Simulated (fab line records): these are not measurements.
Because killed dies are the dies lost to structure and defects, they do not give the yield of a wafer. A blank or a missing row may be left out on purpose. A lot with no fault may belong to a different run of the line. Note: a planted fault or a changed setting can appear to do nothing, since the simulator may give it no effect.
Which of the tools did it? -- flow sky130 -- 33 wafers sampled from 11 lots at 1 step of a route of 708

== WHAT THE GAUGES READ, wafer by wafer ==
SKY_POLY_GATE_THK_MEAS_01.
lot,measured,on,POLY_GATE_CVD_00_THK (nm)
L623,day 15 03:58,film-metro-03,182.4 181.8 182.3
L622,day 15 05:10,film-metro-02,180.8 179.8 180.7
L625,day 16 06:09,film-metro-03,182.3 180.9 179.0
L624,day 16 07:20,film-metro-01,178.4 177.1 178.3
L627,day 16 21:44,film-metro-03,180.5 181.3 182.3
L626,day 17 03:04,film-metro-02,178.4 179.1 178.7
L628,day 17 19:59,film-metro-02,179.2 180.2 178.5
L629,day 17 19:59,film-metro-03,180.7 180.9 180.6
L630,day 18 07:13,film-metro-01,177.0 177.0 176.2
L631,day 18 07:13,film-metro-03,177.3 178.1 176.8
L632,day 18 15:41,film-metro-02,179.2 179.4 179.0

== EACH LOT AND THE TOOL THAT RAN IT (in order: tool; ch and the chambers of the sampled wafers; start) ==
The record shows no process step preceding these readings.

== THE ANSWER, worked out from the rows above alone ==
Rule: the lots themselves supply what counts as usual. Put in order of their means at a reading, lots are off if they are a third of the lots or fewer, leave a main group of 4 or more, and stand apart from it by a gap of 3 or more times the standard deviation of the main group's means; of several such gaps the widest counts. If all means in a main group match to the digits the tables above print for the reading, that group is not used. Also off: a lot with no number at a reading for which 4 or more lots have one. Where the step has rows for the other lots, those lots are counted as sound.
No lot is off on any of the readings shown, so nothing can be concluded from this.

== WHAT THE SIMULATOR HAD INSERTED ==
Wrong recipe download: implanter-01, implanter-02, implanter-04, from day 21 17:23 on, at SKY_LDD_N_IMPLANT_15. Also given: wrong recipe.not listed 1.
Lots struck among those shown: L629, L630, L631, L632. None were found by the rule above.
